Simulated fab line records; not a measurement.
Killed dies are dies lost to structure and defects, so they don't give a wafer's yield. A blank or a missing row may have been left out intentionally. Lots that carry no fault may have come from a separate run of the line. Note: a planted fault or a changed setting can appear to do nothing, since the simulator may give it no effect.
Which tool was responsible?    flow gf180mcu    18 wafers from 6 lots sampled at 3 of the route's 602 steps

WHAT THE GAUGES SHOWED, per wafer
GF_HV_LDD_TW_MEAS_11.
lot   measured      on             HV_LDD_TW
L667  day 10 19:52  film metro-03  2415 2421 2412
L671  day 11 22:18  film metro-01  2433 2439 2423
L674  day 13 00:17  film metro-04  2269 2268 2276
L678  day 14 01:22  film metro-01  2426 2429 2447
L684  day 16 00:29  film metro-04  2428 2460 2459
L689  day 17 13:35  film metro-01  2458 2453 2458

WHAT TOOL EACH LOT RAN ON (gives the tool, then ch and the chambers of the sampled wafers, and finally the start)
lot   GF_VT_IMPLANT_STRIP_09                GF_HV_LDD_IMPLANT_09
L667  plasma asher-03 ch 0,1, day 6 05:41   implanter-01 ch 0, day 10 19:37
L671  plasma asher-01 ch 0,1, day 7 02:35   implanter-04 ch 0, day 11 22:01
L674  plasma asher-03 ch 0,1, day 7 21:56   implanter-04 ch 0, day 13 00:02
L678  plasma asher-03 ch 1, day 8 22:17     implanter-02 ch 0, day 14 01:07
L684  plasma asher-01 ch 0,1, day 10 09:26  implanter-01 ch 0, day 16 00:14
L689  plasma asher-02 ch 0,1, day 11 20:17  implanter-01 ch 0, day 17 13:20
- GF_VT_IMPLANT_STRIP_09: strips in O2/N2.
- GF_HV_LDD_IMPLANT_09

THE ANSWER, worked out from the rows above alone
Rule: usual is defined by the lots themselves. Put in order of their means at a reading, lots are off if they are a third of the lots or fewer, leave a main group of 4 or more, and stand apart from it by a gap of 3 or more times the standard deviation of the main group's means; of several such gaps the widest counts. If all means in a main group match to the digits the tables above print for the reading, that group is not used. A lot without any number at a reading at which 4 lots or more have one is off too. Any other lot the step has rows for is counted as sound.
Off: L674, seen at GF_HV_LDD_TW_MEAS_11 (HV_LDD_TW). Mean 2437 and standard deviation 14 in the main group.
A tool fits if, at a process step before that reading, it ran every lot that is off, and no sound lot after the first of them. The gauges at GF_HV_LDD_TW_MEAS_11 are tried like those tools. One fits: GF_HV_LDD_IMPLANT_09 on implanter-04. A fault onset in the window from L671 (day 11 22:01, its last sound lot) to L674 (day 13 00:02, its first lot off) fits.

WHAT HAD BEEN PUT IN BY THE SIMULATOR
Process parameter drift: implanter-04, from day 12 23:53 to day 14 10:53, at GF_HV_LDD_IMPLANT_09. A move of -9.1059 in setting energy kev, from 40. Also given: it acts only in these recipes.
Struck lots among those shown: L674. The rule above found the same.
